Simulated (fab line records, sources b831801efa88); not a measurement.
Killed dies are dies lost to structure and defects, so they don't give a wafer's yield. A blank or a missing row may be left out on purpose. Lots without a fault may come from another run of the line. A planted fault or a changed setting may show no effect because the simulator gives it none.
Problem report in the 8D (eight disciplines) form, filled by code | flow gf180mcu | the parts of the form that need people (team, actions taken, sign-off) are left out

1. THE PROBLEM
developer_temp_C at GF_MVSD_DEVELOP_06 reads a mean of 22.13 C on 6 wafers of 2 lots; wafers without a fault read 23.01 C with a standard deviation of 0.097. That is -9.1 standard deviations from the usual mean.
The step: develop time 60 s.
First seen on wafer L235.1, day 8 21:00, on litho_track-03. The record holds 42 wafers of 14 lots with a number at this step. Rule for "out", or "out of limits": more than 4 standard deviations from the usual mean. The other wafers with a number count as sound.

2. WHAT IT IS AND WHAT IT IS NOT
question                    | is                     | is not
which readings at this step | developer_temp_C       | -
which lots                  | L235, L236             | L218, L219, L220, L221, L222, L223, L225, L232, L233, L237, L239, L241
which wafers of those lots  | all that have a number | -
read on which tools         | litho_track-03         | litho_track-02, litho_track-04
when                        | from day 8 21:00       | up to then (27 sound wafers); but 9 sound wafers of L237, L239, L241 came after

3. SUSPECTS, AND WHAT RULES EACH OUT
Counting: a tool at a process step up to the reading stays a suspect if it ran every lot that is out and no sound lot after the first of them.
- litho_track-03 at GF_MVSD_DEVELOP_06 (develop time 60 s): kept. It ran every lot that is out, first L235 (day 8 21:00), and no sound lot after that; its last sound lot up to then is L233 (day 8 10:00). Its own readings are out on those wafers: developer_temp_C.
Left after counting: litho_track-03 at GF_MVSD_DEVELOP_06.

4. THE CAUSE (what the simulator had put in)
Process parameter drift: litho_track-03, from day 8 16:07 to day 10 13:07, at GF_MVSD_DEVELOP_06. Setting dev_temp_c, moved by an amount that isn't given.
Counting left only this tool.

5. THE CHAIN OF EFFECTS, in route order
Each row: a reading whose mean over the struck wafers that have a number lies more than 3 standard deviations from the usual. Only readings for which the record gives a usual standard deviation are gone through. hours: the time from each lot's start at the first step in this table that gives one to its start at this step, as a median over the lots. sigmas: the change in usual standard deviations.
hours | step               | reading          | usual   | on struck wafers | change | sigmas
0     | GF_MVSD_DEVELOP_06 | developer_temp_C | 23.01 C | 22.13            | -0.88  | -9.1
The process steps in it:
- GF_MVSD_DEVELOP_06: develop time 60 s.
Later measuring or inspecting steps at which every struck wafer that the step has a row for has a number for every such reading, and none has moved that far: GF_SAB_CD_MEAS_09, GF_SALICIDE_THK_MEAS_05, GF_M1_CD_MEAS_14.

6. WHAT WOULD HAVE CAUGHT IT SOONER
In this record the first reading out of limits was taken at day 8 21:00, 5 hours after the fault began at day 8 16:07.
